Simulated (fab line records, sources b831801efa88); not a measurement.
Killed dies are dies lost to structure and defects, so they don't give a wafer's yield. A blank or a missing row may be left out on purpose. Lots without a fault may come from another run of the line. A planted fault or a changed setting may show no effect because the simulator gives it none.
Which tool did it? | flow sky130 | 10 lots, 29 wafers sampled, at 6 steps of a route of 708

WHAT THE GAUGES READ, wafer by wafer
SKY_METAL2_RS_MEAS_05: measures by four-point-probe. Usual: METAL2_ALCU_RS 0.1265 ohm/sq, standard deviation 0.0014.
lot  | measured     | on            | METAL2_ALCU_RS (ohm/sq) | flag
L294 | day 33 06:44 | film_metro-04 | 0.1262 0.1259 0.1257    |
L297 | day 34 18:16 | film_metro-03 | 0.1270 0.1268 0.1267    |
L298 | day 35 01:05 | film_metro-04 | 0.1257 0.1288 0.1279    |
L299 | day 35 03:06 | film_metro-04 | 0.1280 0.1282 0.1281    |
L306 | day 37 11:23 | film_metro-04 | 0.1276 0.1254 0.1244    |
L307 | day 38 13:19 | film_metro-01 | 0.1258 0.1265 0.1257    |
L309 | day 39 16:39 | film_metro-03 | 0.1257 0.1253 0.1250    |
L310 | day 40 04:08 | film_metro-03 | 0.1210 0.1258           |
L317 | day 41 13:26 | film_metro-04 | 0.1250 0.1272 0.1255    |
L316 | day 41 19:28 | film_metro-01 | 0.1256 0.1263 0.1250    |

SKY_METAL2_THK_MEAS_06: measures by xrf. Usual: METAL2_ALCU_THK 246.6 nm, standard deviation 2.9.
lot  | measured     | on            | METAL2_ALCU_THK (nm) | flag
L294 | day 33 06:50 | film_metro-04 | 250.2 249.2 248.3    |
L297 | day 34 18:23 | film_metro-03 | 245.9 243.1 244.6    |
L298 | day 35 01:13 | film_metro-04 | 250.6 244.6 248.2    |
L299 | day 35 03:13 | film_metro-04 | 245.9 246.2 246.6    |
L306 | day 37 11:31 | film_metro-04 | 245.1 249.0 249.1    |
L307 | day 38 13:26 | film_metro-01 | 246.4 245.7 246.9    |
L309 | day 39 16:46 | film_metro-03 | 247.8 249.2 249.7    |
L310 | day 40 04:15 | film_metro-03 | 258.0 246.0          |
L317 | day 41 13:34 | film_metro-04 | 249.9 245.7 249.7    |
L316 | day 41 19:34 | film_metro-01 | 247.8 245.9 249.1    |

WHICH TOOL RAN EACH LOT (tool, then ch and the chambers of the sampled wafers, then the start)
lot  | SKY_LI_CONTACT_STRIP_16              | SKY_CONTACT_CVD_00              | SKY_CONTACT_ETCH_18                           | SKY_METAL2_SPUTTER_02
L294 | plasma_asher-01 ch 0,1, day 28 08:46 | pecvd-04 ch 1,2, day 29 15:03   | rie_diel-04 ch 1,2,3, day 33 06:37 or earlier | pvd_sputter-03, day 33 06:37
L297 | plasma_asher-01 ch 0,1, day 29 21:52 | pecvd-02 ch 0,1, day 31 03:36   | rie_diel-02 ch 0,2, day 34 18:10 or earlier   | pvd_sputter-03, day 34 18:10
L298 | plasma_asher-03 ch 0,1, day 30 05:52 | pecvd-03 ch 0,1,2, day 31 11:20 | rie_diel-01 ch 2,3, day 35 01:00 or earlier   | pvd_sputter-02, day 35 01:00
L299 | plasma_asher-02 ch 1, day 30 07:34   | pecvd-02 ch 0,1,2, day 31 13:09 | rie_diel-02 ch 1,2, day 35 02:59 or earlier   | pvd_sputter-03, day 35 02:59
L306 | plasma_asher-03 ch 0,1, day 32 18:46 | pecvd-04 ch 0,1,2, day 33 22:59 | rie_diel-04 ch 0,2,3, day 37 11:18 or earlier | pvd_sputter-02, day 37 11:18
L307 | plasma_asher-02 ch 0,1, day 33 21:04 | pecvd-02 ch 1,2, day 35 01:36   | rie_diel-04 ch 1,2, day 38 13:13 or earlier   | pvd_sputter-04, day 38 13:13
L309 | plasma_asher-02 ch 0,1, day 35 01:07 | pecvd-03 ch 1,2, day 36 05:09   | rie_diel-04 ch 0,3, day 39 16:32 or earlier   | pvd_sputter-03, day 39 16:32
L310 | plasma_asher-01 ch 0,1, day 35 13:53 | pecvd-02 ch 0,2, day 36 17:26   | rie_diel-04 ch 1,2, day 40 04:02 or earlier   | pvd_sputter-03, day 40 04:02
L317 | plasma_asher-03 ch 1, day 37 01:43   | pecvd-02 ch 0,1, day 38 05:20   | rie_diel-04 ch 1,3, day 41 13:21 or earlier   | pvd_sputter-04, day 41 13:21
L316 | plasma_asher-01 ch 0,1, day 37 06:42 | pecvd-04 ch 0,1,2, day 38 10:32 | rie_diel-04 ch 0,1,3, day 41 19:20 or earlier | pvd_sputter-04, day 41 19:20
- SKY_LI_CONTACT_STRIP_16: strips in O2/N2.
- SKY_CONTACT_CVD_00: deposits Si3N4, target thk 75 nm.
- SKY_CONTACT_ETCH_18: etches Si3N4 in CHF3/O2, stops on TiN, time 39 s, target depth 75 nm.
- SKY_METAL2_SPUTTER_02: material AlCu, target thk 250 nm, time 13.3 s.

WHAT THE TOOLS THEMSELVES READ (means of the sampled wafers that have a number; where no wafer has one, the mark that the record gives instead)
SKY_LI_CONTACT_STRIP_16. Usual: drypump_motor_current_A 5.8 A, standard deviation 0.48; n2_flow_sccm 300.1 sccm, standard deviation 0.78; oes_product_au 0.376 a.u., standard deviation 0.0049; strip_time_to_endpoint_s 3.52 s, standard deviation 0.03.
lot  | tool            | drypump_motor_current_A (A) | n2_flow_sccm (sccm) | oes_product_au (a.u.) | strip_time_to_endpoint_s (s) | flag
L294 | plasma_asher-01 | 6.2                         | 299.8               | 0.375                 | 3.54                         |
L297 | plasma_asher-01 | 5.9                         | 300.4               | 0.378                 | 3.54                         |
L298 | plasma_asher-03 | 5.5                         | 299.7               | 0.379                 | 3.50                         |
L299 | plasma_asher-02 | 6.1                         | 299.8               | 0.380                 | 3.56                         |
L306 | plasma_asher-03 | 5.3                         | 301.2               | 0.377                 | 3.53                         |
L307 | plasma_asher-02 | 6.0                         | 299.4               | 0.376                 | 3.51                         |
L309 | plasma_asher-02 | 6.0                         | 301.1               | 0.375                 | 3.52                         |
L310 | plasma_asher-01 | 6.0                         | 299.8               | 0.381                 | 3.52                         |
L317 | plasma_asher-03 | 5.6                         | 301.0               | 0.375                 | 3.46                         |
L316 | plasma_asher-01 | 5.9                         | 299.4               | 0.376                 | 3.50                         |

SKY_CONTACT_CVD_00. Usual: heater_power_w 749 W, standard deviation 79.
lot  | tool     | heater_power_w (W) | flag
L294 | pecvd-04 | 749                |
L297 | pecvd-02 | 708                |
L298 | pecvd-03 | 764                |
L299 | pecvd-02 | 711                |
L306 | pecvd-04 | 814                |
L307 | pecvd-02 | 799                |
L309 | pecvd-03 | 779                |
L310 | pecvd-02 | 730                |
L317 | pecvd-02 | 711                |
L316 | pecvd-04 | 788                |

SKY_CONTACT_ETCH_18. Usual: O2_flow_sccm 5.000 sccm, standard deviation 0.014; drypump_motor_current_A 5.7 A, standard deviation 0.4; oes_product_au 0.855 a.u., standard deviation 0.0074; throttle_valve_pct 8.793 %, standard deviation 0.0094.
lot  | tool        | O2_flow_sccm (sccm) | drypump_motor_current_A (A) | oes_product_au (a.u.) | throttle_valve_pct (%) | flag
L294 | rie_diel-04 | 5.002               | 5.7                         | 0.854                 | 8.792                  |
L297 | rie_diel-02 | 5.007               | 6.2                         | 0.862                 | 8.795                  |
L298 | rie_diel-01 | 5.009               | 5.4                         | 0.859                 | 8.799                  |
L299 | rie_diel-02 | 4.991               | 6.1                         | 0.865                 | 8.795                  |
L306 | rie_diel-04 | 4.976               | 5.6                         | 0.844                 | 8.803                  |
L307 | rie_diel-04 | 4.992               | 5.5                         | 0.854                 | 8.797                  |
L309 | rie_diel-04 | 5.015               | 5.8                         | 0.859                 | 8.801                  |
L310 | rie_diel-04 | 5.009               | 5.7                         | 0.851                 | 8.793                  |
L317 | rie_diel-04 | 5.003               | 5.9                         | 0.849                 | 8.802                  |
L316 | rie_diel-04 | 5.002               | 5.9                         | 0.852                 | 8.792                  |

SKY_METAL2_SPUTTER_02. Usual: throttle_valve_pct 30.3 %, standard deviation 1.2.
lot  | tool           | throttle_valve_pct (%) | flag
L294 | pvd_sputter-03 | 30.7                   |
L297 | pvd_sputter-03 | 30.0                   |
L298 | pvd_sputter-02 | 31.2                   |
L299 | pvd_sputter-03 | 31.8                   |
L306 | pvd_sputter-02 | 29.4                   |
L307 | pvd_sputter-04 | 29.5                   |
L309 | pvd_sputter-03 | 30.7                   |
L310 | pvd_sputter-03 | 30.9                   |
L317 | pvd_sputter-04 | 29.6                   |
L316 | pvd_sputter-04 | 29.7                   |

THE ANSWER, worked out from the rows above alone
Rule: a lot is off if the mean of its wafers that have a number lies more than 3 standard deviations from the usual mean. A lot without any number at a reading at which 4 lots or more have one is off too. The other lots that the step has rows for count as sound. The gauges are gone through in route order, then the tools' own readings, and for those a lot's mean is taken as printed above. The first step at which some lot is off is used, and at that step the reading that is off furthest; a lot without a number counts as furthest.
No lot is off at any reading shown: from this, nothing can be told.

WHAT THE SIMULATOR HAD PUT IN
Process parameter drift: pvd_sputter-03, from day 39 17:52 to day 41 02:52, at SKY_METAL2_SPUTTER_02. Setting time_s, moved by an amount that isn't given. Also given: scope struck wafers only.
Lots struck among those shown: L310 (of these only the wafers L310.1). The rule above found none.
